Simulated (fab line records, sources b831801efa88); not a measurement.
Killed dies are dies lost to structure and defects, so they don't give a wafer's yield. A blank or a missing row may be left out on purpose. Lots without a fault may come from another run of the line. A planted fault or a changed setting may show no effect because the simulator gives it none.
Chamber matching | flow gf180mcu | GF_V5_ETCH_16 on rie_diel-03: 4 sister chambers
The step etches BARC in N2/H2. 24 wafers are shown with their chamber, then 12 later ones without.

WAFERS WITH THEIR CHAMBER
wafer  | chamber | drypump_motor_current_A (A) | throttle_valve_pct (%) | oes_product_au (a.u.)
L076.1 | 1       | 5.9                         | 13.216                 | 0.856
L076.2 | 2       | 6.4                         | 13.220                 | 0.858
L076.3 | 3       | 5.6                         | 13.226                 | 0.857
L076.4 | 0       | 5.8                         | 13.214                 | 0.860
L076.5 | 1       | 5.9                         | 13.210                 | 0.861
L076.6 | 2       | 6.5                         | 13.218                 | 0.859
L080.2 | 1       | 5.9                         | 13.224                 | 0.857
L080.3 | 3       | 5.7                         | 13.224                 | 0.860
L080.4 | 1       | 5.9                         | 13.221                 | 0.848
L081.1 | 3       | 5.7                         | 13.215                 | 0.854
L081.4 | 0       | 5.8                         | 13.203                 | 0.865
L081.6 | 3       | 5.7                         | 13.226                 | 0.862
L084.2 | 1       | 5.9                         | 13.237                 | 0.861
L084.4 | 1       | 5.9                         | 13.231                 | 0.862
L084.6 | 0       | 5.8                         | 13.225                 | 0.847
L085.1 | 3       | 5.7                         | 13.248                 | 0.857
L085.3 | 1       | 5.9                         | 13.219                 | 0.859
L085.6 | 3       | 5.7                         | 13.221                 | 0.851
L086.1 | 0       | 5.8                         | 13.221                 | 0.858
L086.5 | 0       | 5.8                         | 13.204                 | 0.853
L086.6 | 1       | 5.9                         | 13.204                 | 0.857
L088.2 | 3       | 5.6                         | 13.219                 | 0.854
L088.3 | 1       | 5.9                         | 13.204                 | 0.860
L088.5 | 0       | 5.8                         | 13.248                 | 0.852

SIGNATURES (means of the wafers above)
reading                 | chamber 0 | chamber 1 | chamber 2 | chamber 3 | scatter within a chamber
drypump_motor_current_A | 5.800     | 5.900     | 6.450     | 5.671     | 0.0311
throttle_valve_pct      | 13.21917  | 13.21844  | 13.21900  | 13.22557  | 0.0125
oes_product_au          | 0.85583   | 0.85789   | 0.85850   | 0.85643   | 0.00468
Rule: a wafer's distance from a chamber is the root of the sum, over the readings, of the square of ((its reading less the chamber's mean) divided by the reading's scatter). The wafer belongs to the nearest chamber; if the next one is less than 2 further off, it can't be placed. The scatter: the root of (the sum of the squares of (reading less its chamber's mean) over the shown wafers, divided by (wafers less chambers)).

WAFERS WITHOUT THEIR CHAMBER
wafer  | drypump_motor_current_A (A) | throttle_valve_pct (%) | oes_product_au (a.u.)
L090.3 | 5.9                         | 13.219                 | 0.857
L090.5 | 5.8                         | 13.233                 | 0.851
L090.6 | 5.7                         | 13.218                 | 0.851
L091.1 | 6.5                         | 13.210                 | 0.844
L091.3 | 5.8                         | 13.227                 | 0.848
L091.4 | 5.9                         | 13.226                 | 0.856
L093.1 | 5.7                         | 13.231                 | 0.863
L093.5 | 5.8                         | 13.232                 | 0.852
L093.6 | 5.9                         | 13.224                 | 0.854
L096.1 | 5.6                         | 13.223                 | 0.857
L096.4 | 5.8                         | 13.211                 | 0.857
L096.6 | 6.5                         | 13.231                 | 0.856

WHICH CHAMBER EACH WENT THROUGH
wafer  | from the rows above     | in truth
L090.3 | 1                       | 1
L090.5 | 0                       | 0
L090.6 | can't be placed: 3 or 0 | 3
L091.1 | 2                       | 2
L091.3 | 0                       | 0
L091.4 | 1                       | 1
L093.1 | can't be placed: 3 or 0 | 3
L093.5 | 0                       | 0
L093.6 | 1                       | 1
L096.1 | 3                       | 3
L096.4 | 0                       | 0
L096.6 | 2                       | 2
Placed correctly: 10 of 12. Can't be placed from these rows: 2 (the true chamber is among the candidates in 2). Placed wrongly: 0.
